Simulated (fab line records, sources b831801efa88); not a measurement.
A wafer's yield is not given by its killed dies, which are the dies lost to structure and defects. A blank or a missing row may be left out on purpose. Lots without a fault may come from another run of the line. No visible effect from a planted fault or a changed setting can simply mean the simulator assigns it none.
Struck lot and sound lot, side by side -- flow sky130 -- 15 steps out of a route of 708
Sound: wafers L429.1, L429.3, L429.5. Wafers struck: L431.1, L431.4, L431.6. The cause is given at the end.
Per side, at each step with rows, come the tool, then ch with its chambers, and then its first start. Under that, the readings that differ: sound wafers -- struck wafers -- difference of the means -- sigmas: that difference in standard deviations of wafers without a fault.
alike: words and numbers the same on both sides, and readings whose means are apart by under 2 such deviations; not compared: readings that were withheld, readings missing a value for some wafer, numbers with overlapping values and no deviation given by the record, and bounds like >300 which may hide the same value.
Wherever a step has rows on one side only, a row that says differs or no value, or a row with sigmas, the two part there. Numbers that have no deviation but don't overlap get no sigmas and don't part them. Lack of a reading on every wafer of one side parts them only where that side has two or more wafers.

first, 6 steps without rows for these wafers: SKY_GATE_OXIDE_HMDS_04 (prime time 60 s); SKY_GATE_OXIDE_COAT_05 (resist thk 1140 nm); SKY_GATE_OXIDE_SOFTBAKE_06 (time 60 s); SKY_GATE_OXIDE_EXPOSE_07 (exposes mask LVOM, target cd 600 nm); SKY_GATE_OXIDE_PEB_08; SKY_GATE_OXIDE_DEVELOP_09 (develop time 60 s).
SKY_GATE_OXIDE_OVL_MEAS_10:
  sound on overlay-02 at day 17 13:22; struck on overlay-01 at day 18 15:31
  alike: GATE_OXIDE_OVL
then, 2 steps without rows for these wafers: SKY_GATE_OXIDE_IMPLANT_11; SKY_GATE_OXIDE_WET_ETCH_12 (etches SiO2 in dHF, target depth 16.8 nm, time 319.8 s).
SKY_GATE_OXIDE_STRIP_13: strips in O2/N2.
  sound on plasma asher-03 ch 0,1, day 17 13:40; struck on plasma asher-03 ch 0,1, day 18 15:48
  alike: drypump motor current A, n2 flow sccm, oes product au, strip time to endpoint s
  not compared: rf hours counter h
SKY_GATE_OXIDE_TW_MEAS_14:
  sound on film metro-04 at day 17 13:46; struck on film metro-01 at day 18 15:54
  alike: GATE_OXIDE_TW
then, 1 step without rows for these wafers: SKY_GATE_OXIDE_CLEAN_15 (cleans in SC1/SC2, time 150 s).
SKY_GATE_OXIDE_OXIDATION_16: stabilise 600 s, purge 300 s, target thk 3.57 nm.
  sound on furnace-02 ch 0, day 17 14:08; struck on furnace-02 ch 0, day 18 16:35
reading,sound,struck,difference,sigmas
spike tc bottom C (C),821.2 819.3 820.6,804.8 806.1 805.1,-15.0,-14
spike tc centre C (C),800.0 800.2 799.1,786.0 784.9 784.5,-14.6,-16
spike tc lower C (C),799.6 802.1 801.6,788.5 787.1 789.7,-12.7,-10
spike tc top C (C),812.5 812.5 814.4,802.0 800.7 798.5,-12.7,-10
spike tc upper C (C),799.3 800.5 796.6,785.4 784.5 785.0,-13.8,-8
zone power upper pct (%),14.69 14.37 14.39,14.07 13.98 13.92,-0.49,-3
model.SiO2_of_GATE_OXIDE_OXIDATION_01.thk nm (nm),11.44 11.31 11.27,11.05 11.21 11,-0.25,
  alike: zone power top pct
then, 1 step without rows for these wafers: SKY_POLY_GATE_CVD_00 (deposits poly-Si, target thk 180 nm, time 720 s).
-- the record jumps here: 30 days lie between the struck wafers' starts before and after (it left off in module POLY_GATE and takes up again in module PAD_OPEN, whose first step shown is number 708 of the route) --
SKY_PAD_OPEN_PROBE_99:
  sound on prober-01 at day 48 10:52; struck on prober-01 at day 49 01:38
reading,sound,struck,difference,sigmas
model.etest.nfet_01v8_lvt.drive ua um,558.9 571.2 570.4,619.3 605.6 606.3,+43.6,
model.etest.nfet_01v8_turned.drive ua um,485.4 505.6 498.6,553.5 538.6 531.8,+44.8,
model.etest.nfet_01v8_swapped.drive ua um,485.3 506.6 496.8,546.3 538.1 530.4,+42.0,
model.etest.nfet_01v8.drive ua um,490.3 506 497,550 539.4 531.6,+43,
model.etest.nfet_01v8.r on ohm um,871.9 841.3 853.1,778.7 802.5 814.1,-57.0,
model.etest.nfet g5v0d10v5.r on ohm um,1911 1916 1875,1821 1862 1855,-55,
model.etest.nfet g5v0d10v5.drive ua um,609.4 613.2 611.8,630.8 616.3 626.9,+13.2,
  alike: killed_at_M0_to_M3, killed_at_M4_up, killed at contacts, killed at front end, killed at other, killed dies, killed open, killed short
  not compared: model.etest.sram nfet pass.drive ua um

== WHERE THEY PART ==
At SKY_GATE_OXIDE_OXIDATION_16 and nowhere else, as far as this record goes. Later steps at which nothing parts them and some readings are alike: SKY_PAD_OPEN_PROBE_99.

WHY: whatever the simulator had introduced
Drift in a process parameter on furnace-02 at SKY_GATE_OXIDE_OXIDATION_16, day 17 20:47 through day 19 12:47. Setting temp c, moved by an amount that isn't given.
